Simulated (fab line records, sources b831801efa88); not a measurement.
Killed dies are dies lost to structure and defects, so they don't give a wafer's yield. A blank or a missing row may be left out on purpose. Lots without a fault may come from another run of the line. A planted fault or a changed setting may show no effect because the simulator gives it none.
Which tool did it? | flow sky130 | 12 lots, 36 wafers sampled, at 3 steps of a route of 708

WHAT THE GAUGES READ, wafer by wafer
SKY_VIA4_BOW_MEAS_03.
lot  | measured     | on            | VIA4_BOW (um)
L827 | day 41 21:16 | film_metro-01 | 61 77 65
L829 | day 42 04:57 | film_metro-04 | 94 92 88
L828 | day 42 08:19 | film_metro-03 | 85 71 76
L830 | day 43 07:51 | film_metro-01 | 86 85 77
L832 | day 43 14:55 | film_metro-04 | 82 85 81
L835 | day 44 11:06 | film_metro-04 | 86 98 73
L836 | day 44 13:10 | film_metro-04 | 74 80 91
L837 | day 45 01:59 | film_metro-01 | 94 90 94
L838 | day 45 10:37 | film_metro-01 | 67 79 79
L844 | day 46 10:08 | film_metro-03 | 85 88 92
L849 | day 47 23:48 | film_metro-01 | 92 77 82
L850 | day 48 06:08 | film_metro-01 | 76 75 84

WHICH TOOL RAN EACH LOT (tool, then ch and the chambers of the sampled wafers, then the start)
lot  | SKY_POLY_CUT_ETCH_10               | SKY_METAL4_METAL_ETCH_18
L827 | rie_diel-01 ch 0,2,3, day 24 04:55 | rie_metal-03 ch 1, day 41 19:51
L829 | rie_diel-01 ch 2,3, day 24 16:52   | rie_metal-01 ch 0, day 42 03:30
L828 | rie_diel-02 ch 0,2,3, day 24 18:01 | rie_metal-02 ch 0,1, day 42 07:00
L830 | rie_diel-03 ch 0,2,3, day 26 02:04 | rie_metal-03 ch 1, day 43 06:24
L832 | rie_diel-01 ch 1,2,3, day 26 08:31 | rie_metal-02 ch 0,1, day 43 13:35
L835 | rie_diel-03 ch 0,1, day 27 10:55   | rie_metal-02 ch 0,1, day 44 09:47
L836 | rie_diel-03 ch 0,2,3, day 27 14:10 | rie_metal-02 ch 0,1, day 44 11:49
L837 | rie_diel-02 ch 0,1,2, day 28 11:04 | rie_metal-01 ch 0,1, day 45 00:37
L838 | rie_diel-03 ch 2,3, day 28 18:22   | rie_metal-03 ch 0,1, day 45 09:16
L844 | rie_diel-01 ch 0,1,2, day 30 03:46 | rie_metal-02 ch 0,1, day 46 08:49
L849 | rie_diel-01 ch 0,3, day 32 08:07   | rie_metal-03 ch 0,1, day 47 22:29
L850 | rie_diel-01 ch 0,1,2, day 32 13:07 | rie_metal-01 ch 0,1, day 48 04:25
- SKY_POLY_CUT_ETCH_10: etches BARC in N2/H2, stops on SiO2, time 45.9 s, target depth 60 nm.
- SKY_METAL4_METAL_ETCH_18: etches the open film in Cl2/BCl3, stops on SiO2, target depth 845 nm, time 183.1 s.

WHAT THE TOOLS THEMSELVES READ (means of the sampled wafers that have a number; where no wafer has one, the mark that the record gives instead)
SKY_POLY_CUT_ETCH_10.
lot  | tool        | chamber_pressure_mTorr (mTorr) | drypump_motor_current_A (A) | oes_product_au (a.u.) | throttle_valve_pct (%)
L827 | rie_diel-01 | 30.011                         | 6.0                         | 0.850                 | 13.234
L829 | rie_diel-01 | 29.983                         | 5.6                         | 0.856                 | 13.222
L828 | rie_diel-02 | 30.015                         | 5.4                         | 0.852                 | 13.221
L830 | rie_diel-03 | 30.012                         | 5.9                         | 0.861                 | 13.227
L832 | rie_diel-01 | 30.011                         | 5.5                         | 0.854                 | 13.234
L835 | rie_diel-03 | 29.995                         | 6.1                         | 0.855                 | 13.231
L836 | rie_diel-03 | 29.980                         | 5.9                         | 0.856                 | 13.217
L837 | rie_diel-02 | 29.991                         | 5.5                         | 0.856                 | 13.229
L838 | rie_diel-03 | 29.994                         | 5.8                         | 0.852                 | 13.225
L844 | rie_diel-01 | 30.031                         | 5.9                         | 0.852                 | 13.234
L849 | rie_diel-01 | 29.995                         | 5.6                         | 0.859                 | 13.216
L850 | rie_diel-01 | 30.026                         | 5.9                         | 0.860                 | 13.231

SKY_METAL4_METAL_ETCH_18.
lot  | tool         | chamber_pressure_mTorr (mTorr) | drypump_motor_current_A (A) | oes_product_au (a.u.) | throttle_valve_pct (%)
L827 | rie_metal-03 | 9.999                          | 5.7                         | 0.863                 | 22.262
L829 | rie_metal-01 | 9.995                          | 5.4                         | 0.868                 | 22.265
L828 | rie_metal-02 | 9.996                          | 6.4                         | 0.866                 | 22.258
L830 | rie_metal-03 | 9.994                          | 5.7                         | 0.865                 | 22.265
L832 | rie_metal-02 | 10.000                         | 6.4                         | 0.864                 | 22.269
L835 | rie_metal-02 | 9.993                          | 6.4                         | 0.865                 | 22.258
L836 | rie_metal-02 | 9.993                          | 6.4                         | 0.874                 | 22.261
L837 | rie_metal-01 | 9.992                          | 5.2                         | 0.869                 | 22.266
L838 | rie_metal-03 | 10.001                         | 5.2                         | 0.865                 | 22.262
L844 | rie_metal-02 | 10.004                         | 6.4                         | 0.865                 | 22.271
L849 | rie_metal-03 | 9.998                          | 5.5                         | 0.861                 | 22.251
L850 | rie_metal-01 | 9.998                          | 5.3                         | 0.871                 | 22.267

THE ANSWER, worked out from the rows above alone
Rule: what is usual is taken from the lots themselves. Put in order of their means at a reading, lots are off if they are a third of the lots or fewer, leave a main group of 4 or more, and stand apart from it by a gap of 3 or more times the standard deviation of the main group's means; of several such gaps the widest counts. A main group whose means are all the same, to the digits that the tables above print for the reading, isn't used. A lot without any number at a reading at which 4 lots or more have one is off too. The other lots that the step has rows for count as sound. The gauges are gone through in route order, then the tools' own readings, and for those a lot's mean is taken as printed above. The first step at which some lot is off is used, and at that step the reading that is off furthest; a lot without a number counts as furthest.
No lot is off at any reading shown: from this, nothing can be told.

WHAT THE SIMULATOR HAD PUT IN
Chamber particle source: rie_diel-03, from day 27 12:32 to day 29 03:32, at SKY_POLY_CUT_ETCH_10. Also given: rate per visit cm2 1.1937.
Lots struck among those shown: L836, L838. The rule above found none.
